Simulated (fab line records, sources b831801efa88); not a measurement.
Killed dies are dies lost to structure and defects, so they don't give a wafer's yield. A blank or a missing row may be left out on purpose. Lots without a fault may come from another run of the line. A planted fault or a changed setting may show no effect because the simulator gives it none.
One fault seen from 2 desks | flow gf180mcu | each desk has only its own numbers; what lay behind them comes last

THE METROLOGY DESK
What the gauges read, lot by lot, whatever tool the lot ran on: means of the sampled wafers that have a number. A lot is out of limits, marked OUT, if its mean lies more than 4 standard deviations from the usual mean; the brackets give that distance.
Columns: A = DNWELL_TW at GF_DNWELL_TW_MEAS_09, usual 1335; B = LVPWELL_TW at GF_LVPWELL_TW_MEAS_11, usual 558; C = VT_IMPLANT_OVL at GF_VT_IMPLANT_OVL_MEAS_07, usual -0.8 nm; D = cd_nm at GF_POLY_GATE_CD_MEAS_10, usual 279.8 nm
lot  | first seen here | A               | B   | C    | D
L232 | day 2 19:33     | 1344            | 562 | -1.4 | 281.7
L233 | day 3 01:05     | 1319            | 556 | -0.7 | 282.1
L234 | day 3 06:22     | 1356            | 558 | -0.4 | 278.3
L235 | day 3 11:31     | 1351            | 558 | -0.5 | 278.3
L236 | day 3 18:21     | 1360            | 558 | -1.7 | 280.8
L237 | day 3 22:44     | 1356            | 560 | -1.4 | 281.4
L241 | day 4 18:05     | 1426 (+5.7) OUT | 560 | 0.2  | 281.2
L243 | day 5 07:24     | 1380            | 554 | -1.4 | 280.5
L246 | day 5 21:20     | 1412 (+4.8) OUT | 559 | -0.8 | 279.6
L249 | day 6 11:53     | 1345            | 559 | 0.2  | 278.6
L250 | day 6 17:49     | 1339            | 555 | -1.3 | 279.7
L252 | day 7 04:52     | 1307            | 555 | 0.4  | 279.7
L254 | day 7 14:44     | 1306            | 555 | -1.9 | 276.9
This desk's finding: out of limits on L241, L246; first on L241, day 4 18:05 (DNWELL_TW at GF_DNWELL_TW_MEAS_09). In limits: L232, L233, L234, L235, L236, L237, L243, L249, L250, L252, L254.

THE TOOL OWNER'S DESK: implanter-02
The tool's own readings at GF_DNWELL_IMPLANT_07: means of the sampled wafers that have a number, for each lot that ran on this tool. A lot is out of limits, marked OUT, if its mean lies more than 4 standard deviations from the usual mean; the brackets give that distance.
Columns: A = beam_on_s at GF_DNWELL_IMPLANT_07, usual 10.00 s; B = dose_ions_cm2 at GF_DNWELL_IMPLANT_07, usual 1.0003e+13; C = end_station_pressure_torr at GF_DNWELL_IMPLANT_07, usual 5.05e-06 Torr; D = faraday_current_uA at GF_DNWELL_IMPLANT_07, usual 56.4; E = tilt_deg at GF_DNWELL_IMPLANT_07, usual -0.002 degrees
lot  | first seen here | A                | B          | C        | D               | E
L232 | day 2 19:19     | 10.05            | 1.0017e+13 | 4.91e-06 | 56.3            | 0.012
L237 | day 3 22:29     | 10.08            | 9.9993e+12 | 5.35e-06 | 55.9            | 0.009
L241 | day 4 17:53     | 11.98 (+10) OUT  | 9.9900e+12 | 5.08e-06 | 48.5 (-7.1) OUT | 0.026
L243 | day 5 07:09     | 11.52 (+8.0) OUT | 1.0010e+13 | 5.14e-06 | 50.6 (-5.2) OUT | -0.022
L246 | day 5 21:08     | 12.14 (+11) OUT  | 9.9915e+12 | 5.31e-06 | 48.2 (-7.4) OUT | 0.018
This desk's finding: out of limits on L241, L243, L246; first on L241, day 4 17:53 (beam_on_s at GF_DNWELL_IMPLANT_07). In limits: L232, L237.

PUT TOGETHER
The tool owner's desk could have raised an alarm at day 4 17:53, on L241, L243, L246.
The metrology desk could have raised an alarm at day 4 18:05, on L241, L246.
The metrology desk has L243 on record, within its limits.
Of the lots named, all ran GF_DNWELL_IMPLANT_07 on implanter-02.

WHAT THE SIMULATOR HAD PUT IN
Process parameter drift: implanter-02, from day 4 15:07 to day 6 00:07, at GF_DNWELL_IMPLANT_07. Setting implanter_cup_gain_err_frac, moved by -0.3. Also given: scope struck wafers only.
Lots struck among those shown: L241, L243, L246.
Hours from the fault's start to each desk's first reading out of limits: the tool owner's desk, 3; the metrology desk, 3.
